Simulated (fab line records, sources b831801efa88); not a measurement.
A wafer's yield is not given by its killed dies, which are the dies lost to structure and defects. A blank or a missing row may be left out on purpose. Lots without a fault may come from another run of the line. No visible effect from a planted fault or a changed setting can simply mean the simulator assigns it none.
fab line records :: flow sky130
[record]
  lots = 7
  wafers = 21
  lastDay = 49
route steps=708 shown SONOS_ONO@176 GATE_OXIDE@187
lots untouched by any fault: they come from a run of this same line in which no faults occurred
startH: the number of hours between the record's first day and the start of the first shown wafer of the lot :: waitH: how many hours have passed since the lot's step before this one :: " unchanged from the row above :: L1.1+2: a row that stands for several wafers :: - value missing, or start not given :: * or withheld: withheld :: < > ~ a bound
route shown NAME@n: NAME is a module with steps in the file, n the number in the route of the first one :: usual: mean and standard deviation over wafers with no fault :: same: alike in all rows :: chamber/n: place in a boat :: sites: per-site readings :: _std_site: the values' standard deviation :: _edge_site: outer sites' mean less inner sites' :: radiusMm: how far each site lies from the wafer's centre :: mask NAME#n: copy n :: behind: the last tool/chamber to shape the wafer :: hold: cause of the lot's hold/its duration in hours/its outcome :: device: whichever transistor did not switch (one of n, p or np) :: end of line: the route-end tests of the same wafers :: where a step has no rows: the recipe by itself :: killed: at the first sort, the dies lost to defects and structure; wafer yield is something else :: map: dies across one wafer; x = killed, . = not, _ = none there
set.NAME: the setting that was run; set.NAME@STEP: the one run at that earlier step :: model.NAME: the simulator's own value behind a step, which no gauge read
certain route steps with their lots: each step a table, each wafer a row
services: when a tool's chamber went out of use (startH, in hours from the record's first day, below 0 if earlier), for how many hours, and the reason
[[steps]]
[step SKY_SONOS_ONO_COAT_08]
[recipe]
  resist = NOVOLAK
  spinRpm = 3000
  resistThkNm = 1140
[step SKY_SONOS_ONO_SOFTBAKE_09]
[recipe]
  tempC = 90
  timeS = 60
  resist = NOVOLAK
[step SKY_SONOS_ONO_EXPOSE_10]
[recipe]
  maskId = ONOM
  targetCdNm = 410
  na = 0.6
  sourceShape = conventional
  sigmaOuter = 0.6
  doseMj = 150
[step SKY_SONOS_ONO_PEB_11]
[recipe]
  tempC = withheld
  timeS = *
  resist = NOVOLAK
[step SKY_SONOS_ONO_DEVELOP_12]
[recipe]
  developTimeS = 60
  devTempC = 23
[step SKY_SONOS_ONO_CD_MEAS_13]
[recipe]
  targetCdNm = 410
[usual]
  cdNm = 409.6/2.1
lot.wafer: L971.1
tool: cdSem-02
chamber: -
startH: 318.12
waitH: 0.1
cdNm: 406.5

lot.wafer: L971.4
tool: cdSem-02
chamber: -
startH: 318.12
waitH: 0.1
cdNm: 410.9

lot.wafer: L971.5
tool: cdSem-02
chamber: -
startH: 318.12
waitH: 0.1
cdNm: 407.9

lot.wafer: L977.3
tool: cdSem-02
chamber: -
startH: 364.32
waitH: 0.1
cdNm: 411.3

lot.wafer: L977.4
tool: cdSem-02
chamber: -
startH: 364.32
waitH: 0.1
cdNm: 409.1

lot.wafer: L977.5
tool: cdSem-02
chamber: -
startH: 364.32
waitH: 0.1
cdNm: 410.8

lot.wafer: L978.2
tool: cdSem-01
chamber: -
startH: 369.02
waitH: 0.1
cdNm: 407.5

lot.wafer: L978.4
tool: cdSem-01
chamber: -
startH: 369.02
waitH: 0.1
cdNm: 410.4

lot.wafer: L978.6
tool: cdSem-01
chamber: -
startH: 369.02
waitH: 0.1
cdNm: 411.1

lot.wafer: L979.1
tool: cdSem-01
chamber: -
startH: 382.67
waitH: 0.1
cdNm: 408.3

lot.wafer: L979.2
tool: cdSem-01
chamber: -
startH: 382.67
waitH: 0.1
cdNm: 409.2

lot.wafer: L979.4
tool: cdSem-01
chamber: -
startH: 382.67
waitH: 0.1
cdNm: 407.5

lot.wafer: L984.2
tool: cdSem-01
chamber: -
startH: 440.99
waitH: 0.1
cdNm: 408.5

lot.wafer: L984.5
tool: cdSem-01
chamber: -
startH: 440.99
waitH: 0.1
cdNm: 409.8

lot.wafer: L984.6
tool: cdSem-01
chamber: -
startH: 440.99
waitH: 0.1
cdNm: 408.4

lot.wafer: L985.2
tool: cdSem-01
chamber: -
startH: 441.52
waitH: 0.1
cdNm: 409.5

lot.wafer: L985.3
tool: cdSem-01
chamber: -
startH: 441.52
waitH: 0.1
cdNm: 407.6

lot.wafer: L985.6
tool: cdSem-01
chamber: -
startH: 441.52
waitH: 0.1
cdNm: 408.2

lot.wafer: L986.2
tool: cdSem-01
chamber: -
startH: 441.82
waitH: 0.1
cdNm: 408.9

lot.wafer: L986.3
tool: cdSem-01
chamber: -
startH: 441.82
waitH: 0.1
cdNm: 406.2

lot.wafer: L986.5
tool: cdSem-01
chamber: -
startH: 441.82
waitH: 0.1
cdNm: 408.3
[step SKY_SONOS_ONO_OVL_MEAS_14]
[usual]
  SONOS_ONO_OVL = -1.6/1.4
lot.wafer: L971.1
tool: overlay-02
chamber: -
startH: 318.24
waitH: 0.1
SONOS_ONO_OVL[nm]: -0.8

lot.wafer: L971.4
tool: overlay-02
chamber: -
startH: 318.24
waitH: 0.1
SONOS_ONO_OVL[nm]: 0.1

lot.wafer: L971.5
tool: overlay-02
chamber: -
startH: 318.24
waitH: 0.1
SONOS_ONO_OVL[nm]: -0.5

lot.wafer: L977.3
tool: overlay-02
chamber: -
startH: 364.41
waitH: 0.1
SONOS_ONO_OVL[nm]: 0.9

lot.wafer: L977.4
tool: overlay-02
chamber: -
startH: 364.41
waitH: 0.1
SONOS_ONO_OVL[nm]: -4.8

lot.wafer: L977.5
tool: overlay-02
chamber: -
startH: 364.41
waitH: 0.1
SONOS_ONO_OVL[nm]: -3.2

lot.wafer: L978.2
tool: overlay-01
chamber: -
startH: 369.13
waitH: 0.1
SONOS_ONO_OVL[nm]: -1.3

lot.wafer: L978.4
tool: overlay-01
chamber: -
startH: 369.13
waitH: 0.1
SONOS_ONO_OVL[nm]: -1.3

lot.wafer: L978.6
tool: overlay-01
chamber: -
startH: 369.13
waitH: 0.1
SONOS_ONO_OVL[nm]: -2.1

lot.wafer: L979.1
tool: overlay-01
chamber: -
startH: 382.79
waitH: 0.1
SONOS_ONO_OVL[nm]: -3.3

lot.wafer: L979.2
tool: overlay-01
chamber: -
startH: 382.79
waitH: 0.1
SONOS_ONO_OVL[nm]: -3.2

lot.wafer: L979.4
tool: overlay-01
chamber: -
startH: 382.79
waitH: 0.1
SONOS_ONO_OVL[nm]: -1.7

lot.wafer: L984.2
tool: overlay-02
chamber: -
startH: 441.09
waitH: 0.1
SONOS_ONO_OVL[nm]: 0.7

lot.wafer: L984.5
tool: overlay-02
chamber: -
startH: 441.09
waitH: 0.1
SONOS_ONO_OVL[nm]: -2.1

lot.wafer: L984.6
tool: overlay-02
chamber: -
startH: 441.09
waitH: 0.1
SONOS_ONO_OVL[nm]: -1.8

lot.wafer: L985.2
tool: overlay-02
chamber: -
startH: 441.63
waitH: 0.1
SONOS_ONO_OVL[nm]: -3.7

lot.wafer: L985.3
tool: overlay-02
chamber: -
startH: 441.63
waitH: 0.1
SONOS_ONO_OVL[nm]: -1.6

lot.wafer: L985.6
tool: overlay-02
chamber: -
startH: 441.63
waitH: 0.1
SONOS_ONO_OVL[nm]: -2.8

lot.wafer: L986.2
tool: overlay-01
chamber: -
startH: 441.93
waitH: 0.1
SONOS_ONO_OVL[nm]: -1.3

lot.wafer: L986.3
tool: overlay-01
chamber: -
startH: 441.93
waitH: 0.1
SONOS_ONO_OVL[nm]: 0.5

lot.wafer: L986.5
tool: overlay-01
chamber: -
startH: 441.93
waitH: 0.1
SONOS_ONO_OVL[nm]: -1.7
[step SKY_SONOS_ONO_ETCH_15]
[recipe]
  targetDepthNm = 19.52
  chemistry = CHF3/O2
  sourceW = 600
  biasW = 200
  pressureMtorr = 40
  chf3FlowSccm = 50
  O2_flow_sccm = 5
  timeS = 7.8
[usual]
  drypumpMotorCurrentA = 6.1/0.31
  oesProductAu = 1.004/0.0083
  throttleValvePct = 8.826/0.0095
lot.wafer: L971.1
tool: rieDiel-02
chamber: 0
startH: 318.28
waitH: 0.0
drypumpMotorCurrentA: 6.2
oesProductAu: 1.001
rfHoursCounterH: 7
throttleValvePct: 8.833

lot.wafer: L971.4
tool: rieDiel-02
chamber: 3
startH: 318.28
waitH: 0.0
drypumpMotorCurrentA: 6.5
oesProductAu: 0.994
rfHoursCounterH: 42
throttleValvePct: 8.815

lot.wafer: L971.5
tool: rieDiel-02
chamber: 3
startH: 318.28
waitH: 0.0
drypumpMotorCurrentA: 6.5
oesProductAu: 0.998
rfHoursCounterH: -
throttleValvePct: 8.815

lot.wafer: L977.3
tool: rieDiel-02
chamber: 3
startH: 364.43
waitH: 0.0
drypumpMotorCurrentA: 6.5
oesProductAu: 1.012
rfHoursCounterH: 43
throttleValvePct: 8.822

lot.wafer: L977.4
tool: rieDiel-02
chamber: 1
startH: 364.43
waitH: 0.0
drypumpMotorCurrentA: 5.7
oesProductAu: 1.013
rfHoursCounterH: -
throttleValvePct: 8.805

lot.wafer: L977.5
tool: rieDiel-02
chamber: 0
startH: 364.43
waitH: 0.0
drypumpMotorCurrentA: 6.1
oesProductAu: 1.011
rfHoursCounterH: -
throttleValvePct: 8.821

lot.wafer: L978.2
tool: rieDiel-01
chamber: 0
startH: 369.16
waitH: 0.0
drypumpMotorCurrentA: 6.1
oesProductAu: 1.013
rfHoursCounterH: 35
throttleValvePct: 8.817

lot.wafer: L978.4
tool: rieDiel-01
chamber: 3
startH: 369.16
waitH: 0.0
drypumpMotorCurrentA: 6.7
oesProductAu: 0.992
rfHoursCounterH: 1
throttleValvePct: 8.817

lot.wafer: L978.6
tool: rieDiel-01
chamber: 1
startH: 369.16
waitH: 0.0
drypumpMotorCurrentA: 5.7
oesProductAu: 1.000
rfHoursCounterH: -
throttleValvePct: 8.816

lot.wafer: L979.1
tool: rieDiel-04
chamber: 2
startH: 382.82
waitH: 0.0
drypumpMotorCurrentA: 5.7
oesProductAu: 1.009
rfHoursCounterH: 55
throttleValvePct: 8.821

lot.wafer: L979.2
tool: rieDiel-04
chamber: 3
startH: 382.82
waitH: 0.0
drypumpMotorCurrentA: 5.6
oesProductAu: 0.990
rfHoursCounterH: 39
throttleValvePct: 8.818

lot.wafer: L979.4
tool: rieDiel-04
chamber: 1
startH: 382.82
waitH: 0.0
drypumpMotorCurrentA: 6.4
oesProductAu: 0.999
rfHoursCounterH: -
throttleValvePct: 8.818

lot.wafer: L984.2
tool: rieDiel-02
chamber: 0
startH: 441.12
waitH: 0.0
drypumpMotorCurrentA: 6.1
oesProductAu: 1.002
rfHoursCounterH: 9
throttleValvePct: 8.817

lot.wafer: L984.5
tool: rieDiel-02
chamber: 2
startH: 441.12
waitH: 0.0
drypumpMotorCurrentA: 6.0
oesProductAu: 0.991
rfHoursCounterH: -
throttleValvePct: 8.825

lot.wafer: L984.6
tool: rieDiel-02
chamber: 1
startH: 441.12
waitH: 0.0
drypumpMotorCurrentA: 5.8
oesProductAu: 0.991
rfHoursCounterH: -
throttleValvePct: 8.831

lot.wafer: L985.2
tool: rieDiel-04
chamber: 2
startH: 441.66
waitH: 0.0
drypumpMotorCurrentA: 5.7
oesProductAu: 1.002
rfHoursCounterH: 56
throttleValvePct: 8.810

lot.wafer: L985.3
tool: rieDiel-04
chamber: 1
startH: 441.66
waitH: 0.0
drypumpMotorCurrentA: 6.4
oesProductAu: 0.986
rfHoursCounterH: 0
throttleValvePct: 8.836

lot.wafer: L985.6
tool: rieDiel-04
chamber: 2
startH: 441.66
waitH: 0.0
drypumpMotorCurrentA: 5.7
oesProductAu: 0.992
rfHoursCounterH: -
throttleValvePct: 8.843

lot.wafer: L986.2
tool: rieDiel-01
chamber: 1
startH: 441.96
waitH: 0.0
drypumpMotorCurrentA: 5.7
oesProductAu: 0.999
rfHoursCounterH: 39
throttleValvePct: 8.829

lot.wafer: L986.3
tool: rieDiel-01
chamber: 0
startH: 441.96
waitH: 0.0
drypumpMotorCurrentA: 6.1
oesProductAu: 0.999
rfHoursCounterH: 37
throttleValvePct: 8.834

lot.wafer: L986.5
tool: rieDiel-01
chamber: 1
startH: 441.96
waitH: 0.0
drypumpMotorCurrentA: 5.7
oesProductAu: 0.997
rfHoursCounterH: -
throttleValvePct: 8.827
[step SKY_SONOS_ONO_WET_ETCH_16]
[recipe]
  chemistry = dHF
  targetDepthNm = 14
  dry = n2Spin
  target = SiO2
  dilution = 100:1
  tempC = 25
  timeS = 280
[step SKY_SONOS_ONO_STRIP_17]
[recipe]
  chemistry = O2/N2
  powerW = 1400
  pressureMtorr = 1500
  platenTempC = withheld
  o2FlowSccm = 3000
  n2FlowSccm = 300
  overashFraction = 0.5
[usual]
  drypumpMotorCurrentA = 5.8/0.51
  o2FlowSccm = 3000/9.9
  oesProductAu = 0.710/0.0045
  stripTimeToEndpointS = 14.09/0.036
lot.wafer: L971.1
tool: plasmaAsher-01
chamber: 1
startH: 318.38
waitH: 0.0
drypumpMotorCurrentA: 6.4
o2FlowSccm: 2982
oesProductAu: 0.710
rfHoursCounterH: 21
stripTimeToEndpointS: 14.13

lot.wafer: L971.4
tool: plasmaAsher-01
chamber: 1
startH: 318.38
waitH: 0.0
drypumpMotorCurrentA: 6.4
o2FlowSccm: 2988
oesProductAu: 0.706
rfHoursCounterH: -
stripTimeToEndpointS: 14.13

lot.wafer: L971.5
tool: plasmaAsher-01
chamber: 1
startH: 318.38
waitH: 0.0
drypumpMotorCurrentA: 6.4
o2FlowSccm: 2989
oesProductAu: 0.714
rfHoursCounterH: -
stripTimeToEndpointS: 14.10

lot.wafer: L977.3
tool: plasmaAsher-01
chamber: 1
startH: 364.59
waitH: 0.0
drypumpMotorCurrentA: 6.4
o2FlowSccm: 2988
oesProductAu: 0.703
rfHoursCounterH: -
stripTimeToEndpointS: 14.07

lot.wafer: L977.4
tool: plasmaAsher-01
chamber: 0
startH: 364.59
waitH: 0.0
drypumpMotorCurrentA: 5.5
o2FlowSccm: 3010
oesProductAu: 0.709
rfHoursCounterH: -
stripTimeToEndpointS: 14.06

lot.wafer: L977.5
tool: plasmaAsher-01
chamber: 1
startH: 364.59
waitH: 0.0
drypumpMotorCurrentA: 6.5
o2FlowSccm: 2995
oesProductAu: 0.712
rfHoursCounterH: -
stripTimeToEndpointS: 14.07

lot.wafer: L978.2
tool: plasmaAsher-01
chamber: 1
startH: 369.27
waitH: 0.0
drypumpMotorCurrentA: 6.4
o2FlowSccm: 2989
oesProductAu: 0.711
rfHoursCounterH: 26
stripTimeToEndpointS: 14.05

lot.wafer: L978.4
tool: plasmaAsher-01
chamber: 0
startH: 369.27
waitH: 0.0
drypumpMotorCurrentA: 5.5
o2FlowSccm: 2999
oesProductAu: 0.700
rfHoursCounterH: -
stripTimeToEndpointS: 14.04

lot.wafer: L978.6
tool: plasmaAsher-01
chamber: 0
startH: 369.27
waitH: 0.0
drypumpMotorCurrentA: 5.5
o2FlowSccm: 2988
oesProductAu: 0.713
rfHoursCounterH: -
stripTimeToEndpointS: 14.04

lot.wafer: L979.1
tool: plasmaAsher-01
chamber: 1
startH: 382.94
waitH: 0.0
drypumpMotorCurrentA: 6.4
o2FlowSccm: 2998
oesProductAu: 0.706
rfHoursCounterH: 27
stripTimeToEndpointS: 14.07

lot.wafer: L979.2
tool: plasmaAsher-01
chamber: 0
startH: 382.94
waitH: 0.0
drypumpMotorCurrentA: 5.5
o2FlowSccm: 3017
oesProductAu: 0.713
rfHoursCounterH: 27
stripTimeToEndpointS: 14.09

lot.wafer: L979.4
tool: plasmaAsher-01
chamber: 1
startH: 382.94
waitH: 0.0
drypumpMotorCurrentA: 6.4
o2FlowSccm: 2991
oesProductAu: 0.709
rfHoursCounterH: -
stripTimeToEndpointS: 14.12

lot.wafer: L984.2
tool: plasmaAsher-01
chamber: 1
startH: 441.23
waitH: 0.0
drypumpMotorCurrentA: 6.4
o2FlowSccm: 3002
oesProductAu: 0.715
rfHoursCounterH: 33
stripTimeToEndpointS: 14.09

lot.wafer: L984.5
tool: plasmaAsher-01
chamber: 0
startH: 441.23
waitH: 0.0
drypumpMotorCurrentA: 5.5
o2FlowSccm: 3017
oesProductAu: 0.717
rfHoursCounterH: -
stripTimeToEndpointS: 14.08

lot.wafer: L984.6
tool: plasmaAsher-01
chamber: 1
startH: 441.23
waitH: 0.0
drypumpMotorCurrentA: 6.4
o2FlowSccm: 3005
oesProductAu: 0.712
rfHoursCounterH: -
stripTimeToEndpointS: 14.11

lot.wafer: L985.2
tool: plasmaAsher-04
chamber: 0
startH: 441.77
waitH: 0.0
drypumpMotorCurrentA: 6.2
o2FlowSccm: 3001
oesProductAu: 0.705
rfHoursCounterH: 1
stripTimeToEndpointS: 14.08

lot.wafer: L985.3
tool: plasmaAsher-04
chamber: 1
startH: 441.77
waitH: 0.0
drypumpMotorCurrentA: 5.1
o2FlowSccm: 3008
oesProductAu: 0.713
rfHoursCounterH: -
stripTimeToEndpointS: 14.10

lot.wafer: L985.6
tool: plasmaAsher-04
chamber: 0
startH: 441.77
waitH: 0.0
drypumpMotorCurrentA: 6.1
o2FlowSccm: 3004
oesProductAu: 0.704
rfHoursCounterH: -
stripTimeToEndpointS: 14.05

lot.wafer: L986.2
tool: plasmaAsher-03
chamber: 0
startH: 442.06
waitH: 0.0
drypumpMotorCurrentA: 5.6
o2FlowSccm: 2984
oesProductAu: 0.705
rfHoursCounterH: 54
stripTimeToEndpointS: 14.05

lot.wafer: L986.3
tool: plasmaAsher-03
chamber: 0
startH: 442.06
waitH: 0.0
drypumpMotorCurrentA: 5.5
o2FlowSccm: 2996
oesProductAu: 0.715
rfHoursCounterH: -
stripTimeToEndpointS: 14.02

lot.wafer: L986.5
tool: plasmaAsher-03
chamber: 1
startH: 442.06
waitH: 0.0
drypumpMotorCurrentA: 6.5
o2FlowSccm: 3010
oesProductAu: 0.712
rfHoursCounterH: -
stripTimeToEndpointS: 14.06
[step SKY_SONOS_ONO_WET_ETCH_18]
[recipe]
  chemistry = H3PO4
  targetDepthNm = 15
  target = Si3N4
  tempC = 160
  timeS = 172
[step SKY_GATE_OXIDE_CLEAN_00]
[recipe]
  chemistry = SC1/SC2
  mix = 1:4:20
  tempC = 70
  timeS = 150
  dry = n2Spin
[step SKY_GATE_OXIDE_OXIDATION_01]
[recipe]
  tempC = 900
  ambient = O2
  stabiliseS = 600
  purgeS = 300
  targetThkA = 102.68
  oxTimeS = 1473
[usual]
  oxTempC = 899.9/0.4
  oxTempCMax = 904.4/0.83
  tube_center_temp_C_max = 902.3/0.4
lot.wafer: L971.1
tool: furnace-01
chamber: 0
startH: 318.68
waitH: 0.1
oxTempC: 900.1
oxTempCMax: 903.8
tube_center_temp_C_max: 902.4

lot.wafer: L971.4
tool: furnace-01
chamber: 0
startH: 318.68
waitH: 0.1
oxTempC: 900.6
oxTempCMax: 904.4
tube_center_temp_C_max: 902.2

lot.wafer: L971.5
tool: furnace-01
chamber: 0
startH: 318.68
waitH: 0.1
oxTempC: 900.6
oxTempCMax: 904.2
tube_center_temp_C_max: 902.3

lot.wafer: L977.3
tool: furnace-02
chamber: -
startH: 364.92
waitH: 0.2
oxTempC: -
oxTempCMax: -
tube_center_temp_C_max: -

lot.wafer: L977.4
tool: furnace-02
chamber: -
startH: 364.92
waitH: 0.2
oxTempC: -
oxTempCMax: -
tube_center_temp_C_max: -

lot.wafer: L977.5
tool: furnace-02
chamber: -
startH: 364.92
waitH: 0.2
oxTempC: -
oxTempCMax: -
tube_center_temp_C_max: -

lot.wafer: L978.2
tool: furnace-01
chamber: -
startH: 370.54
waitH: 1.1
oxTempC: -
oxTempCMax: -
tube_center_temp_C_max: -

lot.wafer: L978.4
tool: furnace-01
chamber: -
startH: 370.54
waitH: 1.1
oxTempC: -
oxTempCMax: -
tube_center_temp_C_max: -

lot.wafer: L978.6
tool: furnace-01
chamber: -
startH: 370.54
waitH: 1.1
oxTempC: -
oxTempCMax: -
tube_center_temp_C_max: -

lot.wafer: L979.1
tool: furnace-02
chamber: -
startH: 384.98
waitH: 1.8
oxTempC: -
oxTempCMax: -
tube_center_temp_C_max: -

lot.wafer: L979.2
tool: furnace-02
chamber: -
startH: 384.98
waitH: 1.8
oxTempC: -
oxTempCMax: -
tube_center_temp_C_max: -

lot.wafer: L979.4
tool: furnace-02
chamber: -
startH: 384.98
waitH: 1.8
oxTempC: -
oxTempCMax: -
tube_center_temp_C_max: -

lot.wafer: L984.2
tool: furnace-02
chamber: 0
startH: 442.25
waitH: 0.8
oxTempC: 900.2
oxTempCMax: 904.7
tube_center_temp_C_max: 902.2

lot.wafer: L984.5
tool: furnace-02
chamber: 0
startH: 442.25
waitH: 0.8
oxTempC: 899.6
oxTempCMax: 905.0
tube_center_temp_C_max: 902.1

lot.wafer: L984.6
tool: furnace-02
chamber: 0
startH: 442.25
waitH: 0.8
oxTempC: 900.1
oxTempCMax: 904.2
tube_center_temp_C_max: 902.4

lot.wafer: L985.2
tool: furnace-02
chamber: 0
startH: 442.25
waitH: 0.3
oxTempC: 900.3
oxTempCMax: 905.3
tube_center_temp_C_max: 902.0

lot.wafer: L985.3
tool: furnace-02
chamber: 0
startH: 442.25
waitH: 0.3
oxTempC: 900.3
oxTempCMax: 906.4
tube_center_temp_C_max: 902.6

lot.wafer: L985.6
tool: furnace-02
chamber: 0
startH: 442.25
waitH: 0.3
oxTempC: 899.3
oxTempCMax: 904.3
tube_center_temp_C_max: 902.0

lot.wafer: L986.2
tool: furnace-01
chamber: 0
startH: 442.68
waitH: 0.4
oxTempC: 899.8
oxTempCMax: 903.9
tube_center_temp_C_max: 901.9

lot.wafer: L986.3
tool: furnace-01
chamber: 0
startH: 442.68
waitH: 0.4
oxTempC: 900.3
oxTempCMax: 904.6
tube_center_temp_C_max: 901.9

lot.wafer: L986.5
tool: furnace-01
chamber: 0
startH: 442.68
waitH: 0.4
oxTempC: 899.6
oxTempCMax: 903.1
tube_center_temp_C_max: 902.6
[step SKY_GATE_OXIDE_DEHYDRATE_03]
[recipe]
  tempC = 200
  timeS = 60
[[services]]
tool: rieDiel-02
chamber: 2
startH: 309.43
hours: 5.1
kind: repair

tool: rieDiel-01
chamber: 3
startH: 327.11
hours: -
kind: clean

tool: rieDiel-01
chamber: 3
startH: 327.11
hours: 15.3
kind: scheduledDown

tool: rieDiel-01
chamber: 3
startH: 327.11
hours: 15.3
kind: ventCycle

tool: plasmaAsher-01
chamber: -
startH: 341.42
hours: 1.0
kind: repair

tool: rieDiel-01
chamber: 1
startH: 343.62
hours: 7.5
kind: repair

tool: rieDiel-04
chamber: 3
startH: 345.51
hours: 14.4
kind: repair

tool: rieDiel-02
chamber: 2
startH: 356.93
hours: -
kind: clean

tool: rieDiel-02
chamber: 2
startH: 356.93
hours: 17.0
kind: scheduledDown

tool: rieDiel-02
chamber: 2
startH: 356.93
hours: 17.0
kind: ventCycle

tool: rieDiel-04
chamber: 0
startH: 366.27
hours: -
kind: clean

tool: rieDiel-04
chamber: 0
startH: 366.27
hours: 19.6
kind: scheduledDown

tool: rieDiel-04
chamber: 0
startH: 366.27
hours: 19.6
kind: ventCycle

tool: furnace-02
chamber: -
startH: 368.92
hours: 3.6
kind: pm

tool: rieDiel-01
chamber: -
startH: 370.82
hours: 0.7
kind: repair

tool: rieDiel-04
chamber: 1
startH: 374.28
hours: 7.8
kind: repair

tool: rieDiel-02
chamber: 3
startH: 387.78
hours: 7.0
kind: repair

tool: rieDiel-04
chamber: -
startH: 398.63
hours: 2.8
kind: pm

tool: rieDiel-04
chamber: 1
startH: 401.38
hours: -
kind: clean

tool: rieDiel-04
chamber: 1
startH: 401.38
hours: 15.5
kind: scheduledDown

tool: rieDiel-04
chamber: 1
startH: 401.38
hours: 15.5
kind: ventCycle

tool: plasmaAsher-04
chamber: -
startH: 421.25
hours: 9.0
kind: pm

tool: rieDiel-04
chamber: -
startH: 427.65
hours: 0.5
kind: repair

tool: rieDiel-01
chamber: 2
startH: 434.70
hours: -
kind: clean
[[key]]
[firstSign]
  step = SKY_GATE_OXIDE_OXIDATION_01
  reading = toolRecord
  direction = missing
effect none on later readings
metAt SKY_GATE_OXIDE_OXIDATION_01
struckWafers L977.3,L977.4,L977.5,L978.2,L978.4,L978.6,L979.1,L979.2,L979.4
laterRowsLeftOut L977.3,L977.4,L977.5,L978.2,L978.4,L978.6,L979.1,L979.2,L979.4
sortLeftOut L977.3,L977.4,L977.5,L978.2,L978.4,L978.6,L979.1,L979.2,L979.4
testerLeftOut L977,L978,L979
onsetBetween 318.68 364.92
[fault]
  kind = skippedStepWhole
  tool = furnace-01,furnace-02
  chamber = -
  onsetH = 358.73
  steps = SKY_GATE_OXIDE_OXIDATION_01
  scope = struckLotsOnly
// testerLeftOut: of these lots the tester's yield and bins aren't shown, on N5 and GAA mostly nor the transistor test; their killed dies are dies lost to structure and defects alone, not to doping, threshold or leakage, so they don't give the yield
// sortLeftOut: the simulated sort isn't trusted on such a fault, so these wafers' sort isn't shown, and their yield isn't known
// laterRowsLeftOut: the simulator's readings of these wafers behind a module that went badly wrong aren't trusted and aren't shown, but for the sort
